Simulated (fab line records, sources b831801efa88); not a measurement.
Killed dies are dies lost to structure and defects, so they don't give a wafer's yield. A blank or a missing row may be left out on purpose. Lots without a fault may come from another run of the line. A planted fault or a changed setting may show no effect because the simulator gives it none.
One fault seen from 2 desks | flow gf180mcu | each desk has only its own numbers; what lay behind them comes last

THE TOOL OWNER'S DESK: iline_stepper-02
The tool's own readings at GF_VT_IMPLANT_EXPOSE_37 (exposes mask Nwell HV AREA, target cd 860 nm): means of the sampled wafers that have a number, for each lot that ran on this tool. A lot is out of limits, marked OUT, if its mean lies more than 4 standard deviations from the usual mean; the brackets give that distance.
Columns: A = exposure_dose_mJ_cm2 at GF_VT_IMPLANT_EXPOSE_37, usual 140.03; B = focus_offset_nm at GF_VT_IMPLANT_EXPOSE_37, usual 0.0 nm
lot  | first seen here | A      | B
L686 | day 7 05:18     | 140.20 | -0.2
L692 | day 8 20:48     | 139.92 | -0.4
L697 | day 10 09:25    | 139.99 | -0.2
L699 | day 10 18:32    | 140.15 | 0.4
L700 | day 11 00:50    | 140.16 | -0.2
This desk's finding: nothing out of limits on any of the 5 lots.

THE METROLOGY DESK
What the gauges read, lot by lot, whatever tool the lot ran on: means of the sampled wafers that have a number. A lot is out of limits, marked OUT, if its mean lies more than 4 standard deviations from the usual mean; the brackets give that distance.
Columns: A = INCOMING_BOW at GF_STI_BOW_MEAS_00, usual 0 um; B = STI_CVD_03_THK at GF_STI_THK_MEAS_04, usual 207.4 nm; C = POLY_GATE_OXIDATION_THK at GF_POLY_GATE_THK_MEAS_17, usual 3.99 nm
lot  | first seen here | A  | B     | C
L686 | day 1 10:00     | -5 | 209.1 | 4.02
L688 | day 1 20:01     | -2 | 201.2 | 3.89
L690 | day 2 06:01     | -5 | 206.1 | 4.03
L691 | day 2 11:01     | 4  | 206.0 | 4.05
L692 | day 2 16:00     | -2 | 208.3 | 3.95
L695 | day 3 07:01     | 3  | 207.7 | 3.92
L697 | day 3 17:00     | 5  | 207.9 | 4.10
L699 | day 4 03:04     | 3  | 212.1 | 3.99
L700 | day 4 08:00     | 0  | 208.0 | 3.86
L701 | day 4 13:01     | -4 | 210.4 | 3.98
L702 | day 4 18:01     | 2  | 209.5 | 4.03
L703 | day 4 23:01     | -4 | 211.3 | -
L704 | day 5 04:01     | 4  | 207.3 | -
L705 | day 5 09:00     | -5 | 212.7 | -
L706 | day 5 14:00     | -4 | 205.7 | 3.98
This desk's finding: nothing out of limits on any of the 15 lots.

PUT TOGETHER
The tool owner's desk saw nothing out of limits.
The metrology desk saw nothing out of limits.

WHAT THE SIMULATOR HAD PUT IN
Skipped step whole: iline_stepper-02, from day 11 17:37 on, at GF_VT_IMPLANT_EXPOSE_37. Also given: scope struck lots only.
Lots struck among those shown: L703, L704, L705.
